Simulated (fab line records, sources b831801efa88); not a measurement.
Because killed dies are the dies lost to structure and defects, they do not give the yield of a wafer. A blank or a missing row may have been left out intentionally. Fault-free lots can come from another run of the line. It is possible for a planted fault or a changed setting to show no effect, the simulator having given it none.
Struck lot and sound lot, side by side | flow gf180mcu | 15 steps out of a route of 602
Sound: these wafers, L878.1, L878.4, L878.6. Struck: wafers L884.4, L884.6 (left out: L884.1, a lot-mate that was not struck); the cause follows at the end.
Order at every step that has rows: each side's tool, ch and its chambers, its first start. Under that, the readings that differ: sound wafers | struck wafers | difference of the means | sigmas: that difference in standard deviations of wafers without a fault.
alike: words and numbers the same on both sides, and readings whose means are apart by under 2 such deviations; not compared: readings that were withheld, readings missing a value for some wafer, numbers with overlapping values and no deviation given by the record, and bounds like >300 which may hide the same value.
The two part at a step that has a row with sigmas, a row that says differs or no value, or rows on one side only. Non-overlapping numbers with no deviation appear without sigmas and do not part them. A reading that every wafer of one side lacks parts them only if that side has two wafers or more.

first, 3 steps without rows for these wafers: GF_V2_EXPOSE_11 (exposes mask Via2, target cd 260 nm); GF_V2_PEB_12 (peb time 90 s); GF_V2_DEVELOP_13 (develop time 60 s).
GF_V2_CD_MEAS_14: target cd 260 nm.
  sound: cdSem-01 at day 22 03:23; struck: cdSem-02 at day 24 04:35
  alike: cdNm
GF_V2_OVL_MEAS_15:
  sound: overlay-01 at day 22 03:31; struck: overlay-02 at day 24 04:43
  alike: V2_OVL
GF_V2_ETCH_16: etches BARC in N2/H2.
  sound on rieDiel-02 ch 1,3, day 22 03:32; struck on rieDiel-03 ch 0,2, day 24 04:45
  alike: drypumpMotorCurrentA, oesProductAu, throttleValvePct
GF_V2_ETCH_17: etches SiO2 in C4F8/O2/Ar, stops on TiN, target depth 630 nm.
  sound: rieDiel-02 ch 1,3; struck: rieDiel-03 ch 0,2
  alike: oesProductAu
GF_V2_STRIP_18: strips in O2/N2.
  sound on plasmaAsher-03 ch 0,1, day 22 03:40; struck on plasmaAsher-01 ch 0,1, day 24 04:53
  alike: drypumpMotorCurrentA, heaterPowerW, oesProductAu
  not compared: rfHoursCounterH
then, 2 steps without rows for these wafers: GF_V2_STRIP_19 (strips in post etch residue remover, time 1200 s); GF_V2_CLEAN_20 (cleans in DIW).
GF_V2_SPUTTER_21: material Ti, target thk 15 nm, time 80.02 s.
  sound: pvdSputter-01 at day 22 04:35; struck: pvdSputter-02 at day 24 05:26
  alike: throttleValvePct
GF_V2_SPUTTER_22: material TiN, target thk 10 nm, time 40 s.
  sound: pvdSputter-01 at day 22 04:38; struck: pvdSputter-02 at day 24 05:29
  alike: throttleValvePct
GF_V2_CVD_23: deposits W, target thk 350 nm, time 104.94 s.
  sound on cvdW-01 ch 0,1, day 22 04:41; struck on cvdW-02 ch 0, day 24 05:32
reading                         | sound             | struck      | difference | sigmas
model.W_of_V2_CVD_23.thkNm (nm) | 344.1 358.3 357.5 | 363.6 366.1 | +11.6      | 
  alike: chamberPressureTorr, heaterPowerW
GF_V2_RS_MEAS_24: a four-point-probe measurement.
  sound: filmMetro-04 at day 22 04:47; struck: filmMetro-04 at day 24 05:38
reading          | sound             | struck      | difference | sigmas
V2_W_RS (ohm/sq) | 0.334 0.320 0.321 | 0.315 0.313 | -0.011     | -2
-- the record jumps here: 8 days lie between the struck wafers' starts before and after (it left off in module V2 and takes up again in module PASSIVATION, whose first step shown is number 602 of the route) --
GF_PASSIVATION_PROBE_99:
  record: rows for the struck wafers here (prober-01, day 32 02:13), none for the sound ones

WHERE THEY PART
First at GF_V2_RS_MEAS_24; last, within this record, at GF_PASSIVATION_PROBE_99.

WHY: what had been put in by the simulator
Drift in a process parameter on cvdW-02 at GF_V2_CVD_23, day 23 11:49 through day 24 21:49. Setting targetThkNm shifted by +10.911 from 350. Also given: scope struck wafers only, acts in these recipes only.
